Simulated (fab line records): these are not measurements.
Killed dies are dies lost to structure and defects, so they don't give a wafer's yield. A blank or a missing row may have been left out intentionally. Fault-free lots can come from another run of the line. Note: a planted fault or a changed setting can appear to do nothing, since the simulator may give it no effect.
Chamber matching + flow sky130 + 4 sister chambers for SKY_VIA1_CMP_24 on cmp-01
The step polishes, stops on SiO2, t overpolish 15 s, target thk 0 nm. 4 wafers are shown with their chamber, then 8 later ones without.

## WAFERS, EACH WITH ITS CHAMBER
| wafer  | chamber | motorCurrentA (A) |
|--------|---------|-------------------|
| L085.4 | 1       | 10.7              |
| L085.6 | 2       | 13.1              |
| L084.6 | 3       | 11.0              |
| L086.4 | 0       | 12.4              |

## WAFERS WHOSE CHAMBER IS MISSING
| wafer  | motorCurrentA (A) |
|--------|-------------------|
| L086.5 | 10.9              |
| L086.6 | 12.5              |
| L091.4 | 12.6              |
| L091.5 | 10.4              |
| L091.6 | 12.6              |
| L092.2 | 11.2              |
| L092.5 | 11.8              |
| L092.6 | 10.6              |

## WHICH CHAMBER EACH WENT THROUGH
| wafer  | from the rows above          | in truth |
|--------|------------------------------|----------|
| L086.5 | can't be placed: 3 or 1      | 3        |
| L086.6 | can't be placed: 0 or 2      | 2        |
| L091.4 | can't be placed: 0 or 2      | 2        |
| L091.5 | can't be placed: 1 or 3      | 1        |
| L091.6 | can't be placed: 0 or 2      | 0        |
| L092.2 | can't be placed: 3 or 1      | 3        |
| L092.5 | can't be placed: 0 or 3 or 1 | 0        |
| L092.6 | can't be placed: 1 or 3      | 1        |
0 of 8 placed correctly. Unplaceable from these rows: 8, with the true chamber sitting among the candidates in 8. Wrongly placed: 0.
How it was worked out, from the rows above alone: a wafer's distance from a chamber is the root of the sum, over the readings, of the square of ((its reading less the chamber's mean) divided by the reading's scatter). The wafer belongs to the nearest chamber; if the next one is less than 2 further off, it can't be placed. For every chamber, the mean is computed from those of its wafers that are shown. The scatter: root of mean squared gap, hidden wafer to nearest shown wafer, with one shown wafer a chamber.
